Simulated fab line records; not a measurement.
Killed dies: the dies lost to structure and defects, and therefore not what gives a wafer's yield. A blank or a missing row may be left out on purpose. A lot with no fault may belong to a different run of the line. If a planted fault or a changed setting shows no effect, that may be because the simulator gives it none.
Which tool is to blame? / flow sky130 / Sampling: 12 lots, 36 wafers, 3 of 708 route steps

## WHAT THE GAUGES READ, wafer by wafer
SKY_LI_CONTACT_RS_MEAS_22: measurement is done with a four-point probe. Usual: LI_CONTACT_W_RS 0.278 ohm/sq, standard deviation 0.003.
lot=L522; measured=day 29 19:02; on=film-metro-01; LI_CONTACT_W_RS (ohm/sq)=0.279 0.279 0.276; flag=
lot=L524; measured=day 30 18:43; on=film-metro-01; LI_CONTACT_W_RS (ohm/sq)=0.278 0.279 0.281; flag=
lot=L525; measured=day 30 22:11; on=film-metro-04; LI_CONTACT_W_RS (ohm/sq)=0.274 0.275 0.275; flag=
lot=L526; measured=day 31 05:52; on=film-metro-04; LI_CONTACT_W_RS (ohm/sq)=0.283 0.282 0.284; flag=
lot=L527; measured=day 31 14:59; on=film-metro-03; LI_CONTACT_W_RS (ohm/sq)=0.277 0.279 0.277; flag=
lot=L529; measured=day 32 16:19; on=film-metro-04; LI_CONTACT_W_RS (ohm/sq)=0.281 0.272 0.278; flag=
lot=L532; measured=day 33 08:20; on=film-metro-04; LI_CONTACT_W_RS (ohm/sq)=0.275 0.276 0.276; flag=
lot=L533; measured=day 34 02:40; on=film-metro-01; LI_CONTACT_W_RS (ohm/sq)=0.282 0.278 0.281; flag=
lot=L535; measured=day 34 05:59; on=film-metro-01; LI_CONTACT_W_RS (ohm/sq)=0.278 0.275 0.280; flag=
lot=L537; measured=day 34 21:53; on=film-metro-04; LI_CONTACT_W_RS (ohm/sq)=0.281 0.278 0.273; flag=
lot=L542; measured=day 36 13:11; on=film-metro-01; LI_CONTACT_W_RS (ohm/sq)=0.280 0.277 0.277; flag=
lot=L543; measured=day 36 18:57; on=film-metro-04; LI_CONTACT_W_RS (ohm/sq)=0.273 0.279 0.276; flag=

SKY_LOCAL_INTERCONNECT_CD_MEAS_11 targets a cd of 170 nm. Usual: 170.0 nm for cd-nm, sd 1.3.
lot=L522; measured=day 30 23:10; on=cd-sem-01; cd-nm (nm)=170.9 170.9 169.7; flag=
lot=L524; measured=day 31 23:22; on=cd-sem-01; cd-nm (nm)=170.2 170.2 169.2; flag=
lot=L525; measured=day 32 02:25; on=cd-sem-02; cd-nm (nm)=169.6 170.8 169.9; flag=
lot=L526; measured=day 32 10:00; on=cd-sem-02; cd-nm (nm)=171.0 170.2 172.2; flag=
lot=L527; measured=day 32 19:07; on=cd-sem-02; cd-nm (nm)=169.3 169.6 167.2; flag=
lot=L529; measured=day 33 19:46; on=cd-sem-02; cd-nm (nm)=169.1 169.1 167.9; flag=
lot=L532; measured=day 34 11:44; on=cd-sem-01; cd-nm (nm)=170.5 169.2 169.0; flag=
lot=L533; measured=day 35 06:38; on=cd-sem-01; cd-nm (nm)=168.8 168.2 168.3; flag=
lot=L535; measured=day 35 09:32; on=cd-sem-01; cd-nm (nm)=169.8 169.7 172.0; flag=
lot=L537; measured=day 36 01:25; on=cd-sem-01; cd-nm (nm)=171.9 171.2 172.8; flag=
lot=L542; measured=day 37 16:13; on=cd-sem-02; cd-nm (nm)=169.7 171.9 170.9; flag=
lot=L543; measured=day 37 21:58; on=cd-sem-01; cd-nm (nm)=169.9 171.3 169.2; flag=

## TOOL THAT RAN EACH LOT (tool first, then ch and the chambers of the sampled wafers, then the start)
lot=L522; SKY_LI_CONTACT_STRIP_16=plasma-asher-02 ch 0,1, day 29 18:28
lot=L524; SKY_LI_CONTACT_STRIP_16=plasma-asher-03 ch 0,1, day 30 18:09
lot=L525; SKY_LI_CONTACT_STRIP_16=plasma-asher-03 ch 0,1, day 30 21:36
lot=L526; SKY_LI_CONTACT_STRIP_16=plasma-asher-02 ch 0,1, day 31 05:19
lot=L527; SKY_LI_CONTACT_STRIP_16=plasma-asher-03 ch 0,1, day 31 14:25
lot=L529; SKY_LI_CONTACT_STRIP_16=plasma-asher-02 ch 0,1, day 32 15:43
lot=L532; SKY_LI_CONTACT_STRIP_16=plasma-asher-03 ch 0,1, day 33 07:46
lot=L533; SKY_LI_CONTACT_STRIP_16=plasma-asher-02 ch 0,1, day 34 02:05
lot=L535; SKY_LI_CONTACT_STRIP_16=plasma-asher-03 ch 0,1, day 34 05:25
lot=L537; SKY_LI_CONTACT_STRIP_16=plasma-asher-02 ch 0,1, day 34 21:17
lot=L542; SKY_LI_CONTACT_STRIP_16=plasma-asher-03 ch 0,1, day 36 12:27
lot=L543; SKY_LI_CONTACT_STRIP_16=plasma-asher-02 ch 0,1, day 36 18:13
- SKY_LI_CONTACT_STRIP_16: strips in O2/N2.

## AS READ BY THE TOOLS THEMSELVES (means over the sampled wafers that have a number; for cases with no such wafer, the mark the record gives instead)
SKY_LI_CONTACT_STRIP_16. Usual: drypump-motor-current-A 5.8 A, standard deviation 0.5; oes-product-au 0.376 a.u., standard deviation 0.0043; strip-time-to-endpoint-s 3.500 s, standard deviation 0.025.
lot=L522; tool=plasma-asher-02; drypump-motor-current-A (A)=5.4; oes-product-au (a.u.)=0.371; strip-time-to-endpoint-s (s)=3.502; flag=
lot=L524; tool=plasma-asher-03; drypump-motor-current-A (A)=6.1; oes-product-au (a.u.)=0.376; strip-time-to-endpoint-s (s)=3.484; flag=
lot=L525; tool=plasma-asher-03; drypump-motor-current-A (A)=6.4; oes-product-au (a.u.)=0.375; strip-time-to-endpoint-s (s)=3.503; flag=
lot=L526; tool=plasma-asher-02; drypump-motor-current-A (A)=5.4; oes-product-au (a.u.)=0.374; strip-time-to-endpoint-s (s)=3.461; flag=
lot=L527; tool=plasma-asher-03; drypump-motor-current-A (A)=6.4; oes-product-au (a.u.)=0.376; strip-time-to-endpoint-s (s)=3.506; flag=
lot=L529; tool=plasma-asher-02; drypump-motor-current-A (A)=5.7; oes-product-au (a.u.)=0.379; strip-time-to-endpoint-s (s)=3.503; flag=
lot=L532; tool=plasma-asher-03; drypump-motor-current-A (A)=6.1; oes-product-au (a.u.)=0.376; strip-time-to-endpoint-s (s)=3.494; flag=
lot=L533; tool=plasma-asher-02; drypump-motor-current-A (A)=5.4; oes-product-au (a.u.)=0.380; strip-time-to-endpoint-s (s)=3.538; flag=
lot=L535; tool=plasma-asher-03; drypump-motor-current-A (A)=6.5; oes-product-au (a.u.)=0.375; strip-time-to-endpoint-s (s)=3.508; flag=
lot=L537; tool=plasma-asher-02; drypump-motor-current-A (A)=5.7; oes-product-au (a.u.)=0.376; strip-time-to-endpoint-s (s)=3.469; flag=
lot=L542; tool=plasma-asher-03; drypump-motor-current-A (A)=6.4; oes-product-au (a.u.)=0.379; strip-time-to-endpoint-s (s)=3.480; flag=
lot=L543; tool=plasma-asher-02; drypump-motor-current-A (A)=5.7; oes-product-au (a.u.)=0.373; strip-time-to-endpoint-s (s)=3.515; flag=

## THE ANSWER, worked out from the rows above alone
Rule: a lot is off if the mean of its wafers that have a number lies more than 3 standard deviations from the usual mean. A lot without any number at a reading at which 4 lots or more have one is off too. Where the step has rows for the other lots, those lots are counted as sound. First the gauges in route order, then the tools' own readings, where a lot's mean is used as printed above. At the first step where some lot is off, the reading lying furthest off is the one used; lots without a number count as furthest.
Across all readings shown, no lot is off: no conclusion can be drawn from this.

## WHAT THE SIMULATOR PUT IN
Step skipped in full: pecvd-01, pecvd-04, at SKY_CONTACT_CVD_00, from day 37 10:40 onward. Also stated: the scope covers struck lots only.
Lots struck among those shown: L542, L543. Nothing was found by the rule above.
